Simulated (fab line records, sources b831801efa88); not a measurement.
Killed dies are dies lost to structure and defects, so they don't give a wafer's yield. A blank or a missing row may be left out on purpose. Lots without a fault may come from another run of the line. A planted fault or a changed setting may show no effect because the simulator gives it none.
Which tool did it? | flow sky130 | 12 lots, 36 wafers sampled, at 2 steps of a route of 708

WHAT THE GAUGES READ, wafer by wafer
SKY_CONTACT_BOW_MEAS_05.
lot  | measured     | on            | CONTACT_BOW (um)
L075 | day 30 16:56 | film_metro-03 | 83 83 74
L077 | day 31 02:16 | film_metro-02 | 80 87 79
L079 | day 31 23:40 | film_metro-03 | 76 80 67
L081 | day 32 19:56 | film_metro-01 | 73 86 84
L084 | day 33 14:07 | film_metro-02 | 73 77 68
L085 | day 34 04:14 | film_metro-01 | 81 95 83
L087 | day 34 19:55 | film_metro-02 | 75 86 84
L089 | day 35 04:31 | film_metro-02 | 80 76 80
L091 | day 35 18:08 | film_metro-01 | 74 75 71
L093 | day 36 09:35 | film_metro-02 | 78 73 79
L095 | day 37 00:08 | film_metro-02 | 76 86 72
L097 | day 37 08:05 | film_metro-02 | 97 86 93

WHICH TOOL RAN EACH LOT (tool, then ch and the chambers of the sampled wafers, then the start)
lot  | SKY_LOCAL_INTERCONNECT_SPUTTER_00
L075 | pvd_sputter-04, day 29 11:25
L077 | pvd_sputter-01, day 29 21:05
L079 | pvd_sputter-02, day 30 18:23
L081 | pvd_sputter-02, day 31 14:26
L084 | pvd_sputter-04, day 32 09:37
L085 | pvd_sputter-04, day 32 23:23
L087 | pvd_sputter-02, day 33 15:58
L089 | pvd_sputter-04, day 34 00:05
L091 | pvd_sputter-02, day 34 13:50
L093 | pvd_sputter-01, day 35 06:02
L095 | pvd_sputter-02, day 35 20:23
L097 | pvd_sputter-04, day 36 04:47
- SKY_LOCAL_INTERCONNECT_SPUTTER_00: material TiN, target thk 100 nm, time 83.3 s.

THE ANSWER, worked out from the rows above alone
Rule: what is usual is taken from the lots themselves. Put in order of their means at a reading, lots are off if they are a third of the lots or fewer, leave a main group of 4 or more, and stand apart from it by a gap of 3 or more times the standard deviation of the main group's means; of several such gaps the widest counts. A main group whose means are all the same, to the digits that the tables above print for the reading, isn't used. A lot without any number at a reading at which 4 lots or more have one is off too. The other lots that the step has rows for count as sound.
No lot is off at any reading shown: from this, nothing can be told.

WHAT THE SIMULATOR HAD PUT IN
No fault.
